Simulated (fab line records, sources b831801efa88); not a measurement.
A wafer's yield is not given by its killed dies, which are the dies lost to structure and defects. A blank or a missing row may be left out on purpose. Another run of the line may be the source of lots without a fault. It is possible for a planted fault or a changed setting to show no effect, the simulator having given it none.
Comparing a struck lot with a sound one / flow sky130 / 14 steps out of a route of 708
Sound: these wafers, L538.1, L538.2, L538.3. The struck wafers were L547.3, L547.5, L547.6. At the end, the cause is stated.
Order at every step that has rows: each side's tool, ch and its chambers, its first start. Under that, the readings that differ: sound wafers / struck wafers / difference of the means / sigmas: that difference in standard deviations of wafers without a fault.
alike: words and numbers the same on both sides, and readings whose means are apart by under 2 such deviations; not compared: readings that were withheld, readings missing a value for some wafer, numbers with overlapping values and no deviation given by the record, and bounds like >300 which may hide the same value.
The two part at a step that has a row with sigmas, a row that says differs or no value, or rows on one side only. Non-overlapping numbers with no deviation appear without sigmas and do not part them. A reading missing from all wafers of one side parts the sides only when that side holds two or more wafers.

first, 2 steps without rows for these wafers: SKY_NWELL_PEB_08; SKY_NWELL_DEVELOP_09 (develop time 60 s).
SKY_NWELL_OVL_MEAS_10:
  sound on overlay-02, day 5 13:07; struck on overlay-02, day 7 18:43
  alike: NWELL_00_OVL
then, 3 steps without rows for these wafers: SKY_NWELL_IMPLANT_11; SKY_NWELL_IMPLANT_12; SKY_NWELL_IMPLANT_13.
SKY_NWELL_STRIP_14: strips in O2/N2.
  sound on plasmaAsher-03 ch 0,1, day 5 13:36; struck on plasmaAsher-01 ch 0,1, day 7 19:14
  alike: chamberPressureMTorr, drypumpMotorCurrentA, oesProductAu, stripTimeToEndpointS
  not compared: rfHoursCounterH
SKY_NWELL_TW_MEAS_15:
  sound on filmMetro-02, day 5 13:42; struck on filmMetro-01, day 7 19:19
  alike: NWELL_TW
then, 4 steps without rows for these wafers: SKY_NWELL_DEHYDRATE_16 (time 60 s); SKY_NWELL_HMDS_17 (prime time 60 s); SKY_NWELL_COAT_18 (resist thk 3000 nm); SKY_NWELL_SOFTBAKE_19.
SKY_NWELL_EXPOSE_20: exposes mask NWM COMPLEMENT, target cd 840 nm.
  sound on ilineStepper-02 ch 0, day 5 23:38; struck on ilineStepper-01, day 8 05:36
  no value came back on the struck wafers for exposureDoseMJCm2, focusOffsetNm (nm); on the sound wafers exposureDoseMJCm2 reads 260.00 260.10 260.10
reading=model.NWELL.overlayXNm (nm); sound=0.3024 0.3024 0.3024; struck=-1.264 -1.264 -1.264; difference=-1.566; sigmas=
reading=model.NWELL.overlayYNm (nm); sound=0.3618 0.3618 0.3618; struck=-1.385 -1.385 -1.385; difference=-1.747; sigmas=
  alike: mask
after that, 1 step had no rows for these wafers: SKY_NWELL_PEB_21.

## WHERE THEY PART
Only at SKY_NWELL_EXPOSE_20, within this record.

WHY: whatever the simulator had introduced
Beginning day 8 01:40, the whole step at SKY_NWELL_EXPOSE_20 was skipped on ilineStepper-01. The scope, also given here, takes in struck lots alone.
